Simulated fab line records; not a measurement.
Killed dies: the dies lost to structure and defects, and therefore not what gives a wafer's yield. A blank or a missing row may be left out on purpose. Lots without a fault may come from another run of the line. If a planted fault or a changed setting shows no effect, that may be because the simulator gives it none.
Matching of chambers | flow sky130 | 4 sister chambers for SKY_VIA3_ETCH_15 on rie_diel-03
The step etches SiO2 in C4F8/O2/Ar, stops on TiN, target depth 507 nm, time 78 s. 4 wafers are shown with their chamber, then 6 later ones without.

== WAFERS PAIRED WITH THEIR CHAMBERS ==
wafer  | chamber | oes_product_au (a.u.)
L664.2 | 2       | 0.939
L665.4 | 1       | 0.940
L666.6 | 0       | 0.950
L677.5 | 3       | 0.953

== WAFERS WITH NO CHAMBER GIVEN ==
wafer  | oes_product_au (a.u.)
L683.1 | 0.948
L683.5 | 0.949
L683.6 | 0.952
L685.1 | 0.946
L685.4 | 0.946
L685.5 | 0.940

== WHICH CHAMBER EACH ONE RAN IN ==
wafer  | from the rows above               | in truth
L683.1 | can't be placed: 0 or 3           | 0
L683.5 | can't be placed: 0 or 3           | 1
L683.6 | can't be placed: 3 or 0           | 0
L685.1 | can't be placed: 0 or 1 or 2 or 3 | 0
L685.4 | can't be placed: 0 or 1 or 2 or 3 | 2
L685.5 | can't be placed: 1 or 2           | 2
0 of 6 placed correctly. Not placeable from these rows: 6 (in 5, the candidates include the true chamber). 0 placed wrongly.
How it was worked out, from the rows above alone: a wafer's distance from a chamber is the root of the sum, over the readings, of the square of ((its reading less the chamber's mean) divided by the reading's scatter). If the next closest chamber is less than 2 further off than the closest, the wafer can't be placed; otherwise it belongs to the closest. Each chamber's mean is taken over the wafers shown for it. The scatter: root of mean squared gap, hidden wafer to nearest shown wafer, with one shown wafer a chamber.
